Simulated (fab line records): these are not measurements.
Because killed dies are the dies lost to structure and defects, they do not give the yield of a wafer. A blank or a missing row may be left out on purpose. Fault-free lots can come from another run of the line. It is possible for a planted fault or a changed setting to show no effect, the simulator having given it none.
Which tool did it? | flow gf180mcu | 10 lots, 30 wafers sampled, at 4 steps of a route of 602

== WHAT THE GAUGES READ, wafer by wafer ==
GF_M2_CD_MEAS_14: target cd 280 nm.
lot  | measured     | on        | cd-nm (nm)
L254 | day 19 04:17 | cd-sem-02 | 280.4 279.3 279.4
L255 | day 19 17:05 | cd-sem-02 | 278.8 278.2 277.7
L261 | day 21 17:05 | cd-sem-01 | 279.0 279.3 281.3
L264 | day 23 00:29 | cd-sem-02 | 260.6 261.4 260.2
L265 | day 23 06:41 | cd-sem-02 | 258.0 259.3 259.4
L267 | day 24 01:05 | cd-sem-01 | 280.9 280.3 281.2
L268 | day 24 08:20 | cd-sem-02 | 281.0 281.8 281.9
L275 | day 26 14:35 | cd-sem-01 | 279.6 278.9 279.4
L276 | day 26 17:46 | cd-sem-02 | 279.9 280.1 281.0
L277 | day 27 01:13 | cd-sem-02 | 280.9 279.9 279.5

== WHICH TOOL RAN EACH LOT (tool, then ch and the chambers of the sampled wafers, then the start) ==
lot  | GF_V1_SPUTTER_22             | GF_M2_SPUTTER_04             | GF_M2_EXPOSE_11
L254 | pvd-sputter-04, day 18 03:57 | pvd-sputter-03, day 18 04:58 | krf-scanner-02 ch 0, day 18 16:40
L255 | pvd-sputter-01, day 18 16:28 | pvd-sputter-03, day 18 17:17 | krf-scanner-02 ch 0, day 19 05:17
L261 | pvd-sputter-04, day 20 15:46 | pvd-sputter-02, day 20 16:35 | krf-scanner-01 ch 0, day 21 04:59
L264 | pvd-sputter-04, day 22 00:46 | pvd-sputter-02, day 22 01:34 | krf-scanner-01 ch 0, day 22 13:29
L265 | pvd-sputter-02, day 22 07:11 | pvd-sputter-01, day 22 08:00 | krf-scanner-01 ch 0, day 22 19:38
L267 | pvd-sputter-01, day 23 01:42 | pvd-sputter-03, day 23 02:31 | krf-scanner-02 ch 0, day 23 14:13
L268 | pvd-sputter-04, day 23 08:55 | pvd-sputter-01, day 23 09:44 | krf-scanner-02 ch 0, day 23 21:26
L275 | pvd-sputter-01, day 25 17:35 | pvd-sputter-02, day 25 18:23 | krf-scanner-02 ch 0, day 26 04:57
L276 | pvd-sputter-02, day 25 20:09 | pvd-sputter-01, day 25 20:58 | krf-scanner-02 ch 0, day 26 07:25
L277 | pvd-sputter-04, day 26 04:10 | pvd-sputter-03, day 26 04:59 | krf-scanner-02 ch 0, day 26 15:10
- GF_V1_SPUTTER_22: material TiN, target thk 10 nm, time 40 s.
- GF_M2_SPUTTER_04: material TiN, target thk 50 nm, time 41.7 s.
- GF_M2_EXPOSE_11: exposes mask Metal2, target cd 280 nm.

== THE ANSWER, worked out from the rows above alone ==
Rule: usual is defined by the lots themselves. The widest of any qualifying gaps counts: lots, ordered by their means at a reading, are off when they make up no more than a third of the lots, leave a main group of 4 or more, and stand apart from it by 3 or more times the standard deviation of that group's means. A main group whose means are all the same, to the digits that the tables above print for the reading, isn't used. A lot without any number at a reading at which 4 lots or more have one is off too. The other lots that the step has rows for count as sound.
Off at GF_M2_CD_MEAS_14 (cd-nm): L264, L265. Main group: mean 280.0 nm, sd 0.93.
A tool fits if, at a process step before that reading, it ran every lot that is off, and no sound lot after the first of them. The gauges at GF_M2_CD_MEAS_14 are tried like those tools. One candidate fits, namely krf-scanner-01 at GF_M2_EXPOSE_11. A fault onset in the window from L261 (day 21 04:59, its last sound lot) to L264 (day 22 13:29, its first lot off) fits.

== WHAT WAS PUT IN BY THE SIMULATOR ==
Process parameters drifting: krf-scanner-01 at GF_M2_EXPOSE_11, beginning at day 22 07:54. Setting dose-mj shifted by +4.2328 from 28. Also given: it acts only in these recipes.
Lots struck among those shown: L264, L265. This agrees with what the rule above found.
